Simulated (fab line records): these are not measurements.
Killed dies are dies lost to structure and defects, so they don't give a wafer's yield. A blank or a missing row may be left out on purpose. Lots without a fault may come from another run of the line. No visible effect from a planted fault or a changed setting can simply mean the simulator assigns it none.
Code-filled problem report in 8D (eight disciplines) form ; flow sfqLine ; the parts of the form that need people (team, actions taken, sign-off) are left out

== 1. THE PROBLEM ==
thkNm at SFQ_TRILAYER_I7_METRO_MEASURE_185 reads a mean of 495.8 nm on 6 wafers of 2 lots; wafers without a fault read 200.4 nm with a standard deviation of 1.2. That is +99 or more standard deviations from the usual mean.
First observed at day 78 15:49: wafer L331.2, on filmMetro-02. The record has a number at this step for 42 wafers belonging to 14 lots. Rule for "out" (also "out of limits"): further than 4 standard deviations from the usual mean. The rest of the wafers with a number are treated as sound.

== 2. WHAT IT IS; WHAT IT IS NOT ==
question;is;is not
which readings at this step;thkNm;-
which lots;L331, L332;L324, L326, L327, L330, L337, L338, L340, L341, L342, L344, L346, L347
which wafers of those lots;all that have a number;-
read on which tools;filmMetro-02, filmMetro-03;filmMetro-04
when;from day 78 15:49;"up to then (12 sound wafers); but 24 sound wafers of L337, L338, L340, L341, L342, L344, L346, L347 came after"

== 3. SUSPECTS, AND WHAT RULES EACH OUT ==
Counting: any tool at a process step up to the reading is kept as a suspect provided that every lot that is out went through it and no sound lot did after the first of them.
- cmp-01 at SFQ_TRILAYER_I7_CMP_CMP_184 (polishes SiO2): ruled out as a lasting fault. After its first lot that is out, L331 (day 78 12:30), sound lots L338, L340, L342, L344, L347 ran on it.
Left after counting: nothing in the record.

== 4. THE CAUSE (what the simulator had put in) ==
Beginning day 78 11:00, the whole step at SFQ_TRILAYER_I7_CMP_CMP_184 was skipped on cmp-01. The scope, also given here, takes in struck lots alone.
It was ruled out by counting, in error; the rule expects a fault to strike all lots run on its tool from its start on, and this fault did not.

== 5. THE EFFECT CHAIN, in route order ==
Rows list readings where the struck wafers' mean (over those with a number) sits beyond 3 standard deviations from the usual. Readings are gone through only where the record gives a usual standard deviation; hours: the median, over the lots, of the time from a lot's start at the first step in this table giving one to that lot's start at this step; sigmas: the change measured in usual standard deviations.
hours;step;reading;usual;on struck wafers;change;sigmas
0;SFQ_TRILAYER_I7_METRO_MEASURE_185;thkNm;200.4 nm;495.8;+295.4;+99 or more
99;SFQ_TRILAYER_I7_VIA_ETCH_VIA_ETCH_190;oesProductAu;0.856 a.u.;1.620;+0.764;+99 or more
Here are the process steps it includes:
- SFQ_TRILAYER_I7_METRO_MEASURE_185
- SFQ_TRILAYER_I7_VIA_ETCH_VIA_ETCH_190: etches SiO2 in CHF3, stops on Nb, target depth 260 nm.
Readings that are blank on the struck wafers while sound wafers have them: edgeZonePressureFrac at SFQ_TRILAYER_I7_CMP_CMP_184; headPressurePsi at SFQ_TRILAYER_I7_CMP_CMP_184; motorCurrentA at SFQ_TRILAYER_I7_CMP_CMP_184; timeToEndpointS at SFQ_TRILAYER_I7_CMP_CMP_184.

== 6. HOW IT WOULD HAVE BEEN CAUGHT EARLIER ==
First out-of-limits reading in this record: day 78 15:49, which is 5 hours after fault onset at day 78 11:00.
At SFQ_TRILAYER_I7_CMP_CMP_184 the tool's readings are blank on the struck wafers, where sound wafers have them: an empty tool record is the first sign, and it was there at once.
